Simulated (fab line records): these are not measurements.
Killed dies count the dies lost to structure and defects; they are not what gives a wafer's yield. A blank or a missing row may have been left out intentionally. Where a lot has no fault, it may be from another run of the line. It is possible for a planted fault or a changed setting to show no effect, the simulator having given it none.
Struck lot and sound lot, side by side ; flow sky130 ; 43 out of 708 route steps
Sound: the wafers L347.2, L347.3, L347.6. Struck: wafers L355.1, L355.4, L355.6. The cause is named last.
Per side, at each step with rows, come the tool, then ch with its chambers, and then its first start. Under that, the readings that differ: sound wafers ; struck wafers ; difference of the means ; sigmas: that difference in standard deviations of wafers without a fault.
alike: words and numbers the same on both sides, and readings whose means are apart by under 2 such deviations; not compared: readings that were withheld, readings missing a value for some wafer, numbers with overlapping values and no deviation given by the record, and bounds like >300 which may hide the same value.
A row with sigmas, a row that says differs or no value, or rows on one side alone: a step with any of these is where the two part. Numbers that have no deviation but don't overlap get no sigmas and don't part them. Lack of a reading on every wafer of one side parts them only where that side has two or more wafers.

first, 1 step without rows for these wafers: SKY_FIELD_ISO_ANNEAL_26 (time 1800 s).
SKY_FIELD_ISO_CMP_27: polishes, stops on Si3N4, t overpolish 16 s, target thk 457.8 nm.
  sound on cmp-01 ch 1,2,3, day 3 00:56; struck on cmp-01 ch 0,1, day 4 19:02
  alike: edge zone pressure frac, motor current A, overpolish run s, slurry filter dp kPa, time to endpoint s
then, 5 steps without rows for these wafers: SKY_FIELD_ISO_WET_ETCH_28 (etches SiO2 in dHF, target depth 23.7 nm, time 47 s); SKY_FIELD_ISO_WET_ETCH_29 (etches Si3N4 in H3PO4, target depth 160 nm, time 1825 s); SKY_FIELD_ISO_WET_ETCH_30 (etches SiO2 in dHF, target depth 25 nm, time 50 s); SKY_NWELL_CLEAN_00 (cleans in SC1/SC2, time 150 s); SKY_NWELL_OXIDATION_01 (stabilise 600 s, purge 300 s, target thk 10 nm).
SKY_NWELL_THK_MEAS_02:
  sound: film metro-02 at day 3 04:56; struck: film metro-03 at day 4 21:50
  alike: NWELL_OXIDATION_THK
then, 4 steps without rows for these wafers: SKY_DNWELL_DEHYDRATE_00 (time 60 s); SKY_DNWELL_HMDS_01 (prime time 60 s); SKY_DNWELL_COAT_02 (resist thk 3000 nm); SKY_DNWELL_SOFTBAKE_03.
SKY_DNWELL_EXPOSE_04: exposes mask DNM, target cd 3000 nm.
  sound on iline stepper-02 ch 0, day 3 12:21; struck on iline stepper-02 ch 0, day 5 07:22
  alike: mask, reticle temp C
then, 3 steps without rows for these wafers: SKY_DNWELL_PEB_05; SKY_DNWELL_DEVELOP_06 (develop time 60 s); SKY_DNWELL_IMPLANT_07.
SKY_DNWELL_STRIP_08: strips in O2/N2.
  sound on plasma asher-03 ch 0,1, day 3 20:26; struck on plasma asher-03 ch 0,1, day 5 15:35
reading;sound;struck;difference;sigmas
strip time to endpoint s (s);37.07 36.99 37.00;36.69 36.82 36.91;-0.21;-2
  alike: drypump motor current A, n2 flow sccm, o2 flow sccm, oes product au
  not compared: rf hours counter h
SKY_DNWELL_TW_MEAS_09:
  sound: film metro-02 at day 3 20:33; struck: film metro-03 at day 5 15:41
  alike: DNWELL_TW
then, 7 steps without rows for these wafers: SKY_PWDE_DEHYDRATE_00 (time 60 s); SKY_PWDE_HMDS_01 (prime time 60 s); SKY_PWDE_COAT_02 (resist thk 3000 nm); SKY_PWDE_SOFTBAKE_03; SKY_PWDE_EXPOSE_04 (exposes mask PWDEM, target cd 840 nm); SKY_PWDE_PEB_05; SKY_PWDE_DEVELOP_06 (develop time 60 s).
SKY_PWDE_OVL_MEAS_07:
  sound: overlay-01 at day 4 12:59; struck: overlay-01 at day 6 09:59
  alike: PWDE_OVL
following that, these wafers have no rows for 1 step: SKY_PWDE_IMPLANT_08.
SKY_PWDE_STRIP_09: strips in O2/N2.
  sound on plasma asher-03 ch 0,1, day 4 13:10; struck on plasma asher-03 ch 1, day 6 10:10
  alike: drypump motor current A, n2 flow sccm, o2 flow sccm, oes product au, strip time to endpoint s
  not compared: rf hours counter h
SKY_PWDE_TW_MEAS_10:
  sound: film metro-04 at day 4 13:17; struck: film metro-04 at day 6 10:16
  alike: PWDE_TW
then, 7 steps without rows for these wafers: SKY_NWELL_DEHYDRATE_03 (time 60 s); SKY_NWELL_HMDS_04 (prime time 60 s); SKY_NWELL_COAT_05 (resist thk 3000 nm); SKY_NWELL_SOFTBAKE_06; SKY_NWELL_EXPOSE_07 (exposes mask NWM, target cd 840 nm); SKY_NWELL_PEB_08; SKY_NWELL_DEVELOP_09 (develop time 60 s).
SKY_NWELL_OVL_MEAS_10:
  sound: overlay-01 at day 5 07:23; struck: overlay-02 at day 7 05:44
  alike: NWELL_00_OVL
then, 3 steps without rows for these wafers: SKY_NWELL_IMPLANT_11; SKY_NWELL_IMPLANT_12; SKY_NWELL_IMPLANT_13.
SKY_NWELL_STRIP_14: strips in O2/N2.
  sound on plasma asher-04 ch 0,1, day 5 07:52; struck on plasma asher-04 ch 0,1, day 7 06:13
  alike: drypump motor current A, n2 flow sccm, o2 flow sccm, oes product au, strip time to endpoint s
  not compared: rf hours counter h
SKY_NWELL_TW_MEAS_15:
  sound: film metro-03 at day 5 07:59; struck: film metro-02 at day 7 06:19
  alike: NWELL_TW
-- the record jumps here: 41 days lie between the struck wafers' starts before and after (it left off in module NWELL and takes up again in module PAD_OPEN, whose first step shown is number 708 of the route) --
SKY_PAD_OPEN_PROBE_99:
  sound: prober-01 at day 46 07:16; struck: prober-01 at day 48 03:19
reading;sound;struck;difference;sigmas
model.etest.res deep nwell.width nm (nm);2997 2995 3006;3114 3111 3197;+141;
model.etest.res deep nwell.line ohm um;755.1 766.4 749.8;706.6 702.8 694.1;-55.9;
  alike: killed_at_M0_to_M3, killed_at_M4_up, killed at contacts, killed at front end, killed at other, killed dies, killed open, killed short

## WHERE THEY PART
Within this record, at SKY_DNWELL_STRIP_08 only. Later steps at which nothing parts them and some readings are alike: SKY_DNWELL_TW_MEAS_09, SKY_PWDE_OVL_MEAS_07, SKY_PWDE_STRIP_09, SKY_PWDE_TW_MEAS_10, SKY_NWELL_OVL_MEAS_10, SKY_NWELL_STRIP_14, SKY_NWELL_TW_MEAS_15, SKY_PAD_OPEN_PROBE_99.

WHY: the cause the simulator had injected
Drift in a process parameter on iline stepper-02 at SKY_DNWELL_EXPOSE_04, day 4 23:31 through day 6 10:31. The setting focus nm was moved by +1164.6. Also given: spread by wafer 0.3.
